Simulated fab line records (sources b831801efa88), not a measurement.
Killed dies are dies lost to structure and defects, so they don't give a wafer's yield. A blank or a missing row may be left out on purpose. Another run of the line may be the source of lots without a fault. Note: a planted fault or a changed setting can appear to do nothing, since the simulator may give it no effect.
Matching of chambers + flow gf180mcu + GF_CONTACT_ETCH_16 on rieDiel-03 has 4 sister chambers
The step etches BARC in N2/H2. 4 wafers are shown with their chamber, then 7 later ones without.

WAFERS WITH THEIR CHAMBER
| wafer  | chamber | drypumpMotorCurrentA (A) |
|--------|---------|--------------------------|
| L405.1 | 1       | 6.4                      |
| L414.6 | 3       | 5.9                      |
| L422.1 | 0       | 4.8                      |
| L422.3 | 2       | 5.3                      |

WAFERS WHOSE CHAMBER IS MISSING
| wafer  | drypumpMotorCurrentA (A) |
|--------|--------------------------|
| L422.4 | 4.9                      |
| L423.2 | 6.3                      |
| L423.4 | 4.9                      |
| L423.6 | 4.9                      |
| L425.1 | 4.9                      |
| L425.4 | 5.9                      |
| L425.6 | 5.9                      |

EACH ONE'S CHAMBER
| wafer  | from the rows above | in truth |
|--------|---------------------|----------|
| L422.4 | 0                   | 0        |
| L423.2 | 1                   | 1        |
| L423.4 | 0                   | 0        |
| L423.6 | 0                   | 0        |
| L425.1 | 0                   | 0        |
| L425.4 | 3                   | 3        |
| L425.6 | 3                   | 3        |
Placed correctly: 7 of 7. Not placeable from these rows: 0. Placed wrongly: 0.
How it was worked out, from the rows above alone: a wafer's distance from a chamber is the root of the sum, over the readings, of the square of ((its reading less the chamber's mean) divided by the reading's scatter). If the next closest chamber is less than 2 further off than the closest, the wafer can't be placed; otherwise it belongs to the closest. Each chamber's mean is taken over the wafers shown for it. The scatter: with one shown wafer a chamber, the root of the mean of the squares of how far each hidden wafer lies from its nearest shown one.
